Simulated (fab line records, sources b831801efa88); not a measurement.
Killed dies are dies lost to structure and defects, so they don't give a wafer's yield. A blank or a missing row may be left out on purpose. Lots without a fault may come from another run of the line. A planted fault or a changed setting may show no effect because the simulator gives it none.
Which tool did it? | flow sfq_line | 14 lots, 42 wafers sampled, at 1 step of a route of 325

WHAT THE GAUGES READ, wafer by wafer
The record holds no reading of a measuring or inspecting step that can be judged against a usual standard deviation.

WHICH TOOL RAN EACH LOT (tool, then ch and the chambers of the sampled wafers, then the start)
lot  | SFQ_TRILAYER_I3_VIA_ETCH_VIA_ETCH_088
L568 | rie_diel-03 ch 0,1,3, day 43 16:54
L569 | rie_diel-03 ch 0,3, day 43 22:54
L570 | rie_diel-03 ch 0,3, day 44 06:06
L572 | rie_diel-02 ch 0,1,2, day 44 23:05
L574 | rie_diel-03 ch 0,1,3, day 45 18:13
L575 | rie_diel-03 ch 0,1,3, day 45 23:01
L576 | rie_diel-04 ch 0,1,2, day 46 00:40
L578 | rie_diel-03 ch 0,3, day 46 22:44
L580 | rie_diel-02 ch 2,3, day 47 15:32
L581 | rie_diel-02 ch 0,1,3, day 48 03:32
L588 | rie_diel-04 ch 0,3, day 51 02:45
L589 | rie_diel-03 ch 0,1,2, day 51 19:33
L590 | rie_diel-02 ch 1,2, day 52 02:45
L591 | rie_diel-03 ch 1,2,3, day 52 11:09
- SFQ_TRILAYER_I3_VIA_ETCH_VIA_ETCH_088: etches SiO2 in CHF3, stops on Nb, target depth 260 nm.

WHAT THE TOOLS THEMSELVES READ (means of the sampled wafers that have a number; where no wafer has one, the mark that the record gives instead)
SFQ_TRILAYER_I3_VIA_ETCH_VIA_ETCH_088.
lot  | tool        | bias_w (W) | drypump_motor_current_A (A) | oes_product_au (a.u.)
L568 | rie_diel-03 | 80.24      | 5.8                         | 0.857
L569 | rie_diel-03 | 80.06      | 5.4                         | 0.859
L570 | rie_diel-03 | 79.79      | 5.5                         | 0.861
L572 | rie_diel-02 | 79.93      | 5.8                         | 0.855
L574 | rie_diel-03 | 80.17      | 5.8                         | 0.858
L575 | rie_diel-03 | 79.98      | 5.8                         | 0.856
L576 | rie_diel-04 | 79.96      | 5.6                         | 0.858
L578 | rie_diel-03 | 79.98      | 5.4                         | 0.856
L580 | rie_diel-02 | 77.48      | 5.9                         | 0.855
L581 | rie_diel-02 | 77.37      | 5.6                         | 0.855
L588 | rie_diel-04 | 80.03      | 5.7                         | 0.853
L589 | rie_diel-03 | 80.19      | 5.9                         | 0.851
L590 | rie_diel-02 | 80.02      | 5.8                         | 0.847
L591 | rie_diel-03 | 79.93      | 6.0                         | 0.853

THE ANSWER, worked out from the rows above alone
Rule: what is usual is taken from the lots themselves. Put in order of their means at a reading, lots are off if they are a third of the lots or fewer, leave a main group of 4 or more, and stand apart from it by a gap of 3 or more times the standard deviation of the main group's means; of several such gaps the widest counts. A main group whose means are all the same, to the digits that the tables above print for the reading, isn't used. A lot without any number at a reading at which 4 lots or more have one is off too. The other lots that the step has rows for count as sound. The gauges are gone through in route order, then the tools' own readings, and for those a lot's mean is taken as printed above. The first step at which some lot is off is used, and at that step the reading that is off furthest; a lot without a number counts as furthest.
Off: L580, L581, at SFQ_TRILAYER_I3_VIA_ETCH_VIA_ETCH_088 (bias_w). The main group: mean 80.02 W, standard deviation 0.12.
A tool fits if, at that step or a process step before it, it ran every lot that is off, and no sound lot after the first of them. None of those tried fits.

WHAT THE SIMULATOR HAD PUT IN
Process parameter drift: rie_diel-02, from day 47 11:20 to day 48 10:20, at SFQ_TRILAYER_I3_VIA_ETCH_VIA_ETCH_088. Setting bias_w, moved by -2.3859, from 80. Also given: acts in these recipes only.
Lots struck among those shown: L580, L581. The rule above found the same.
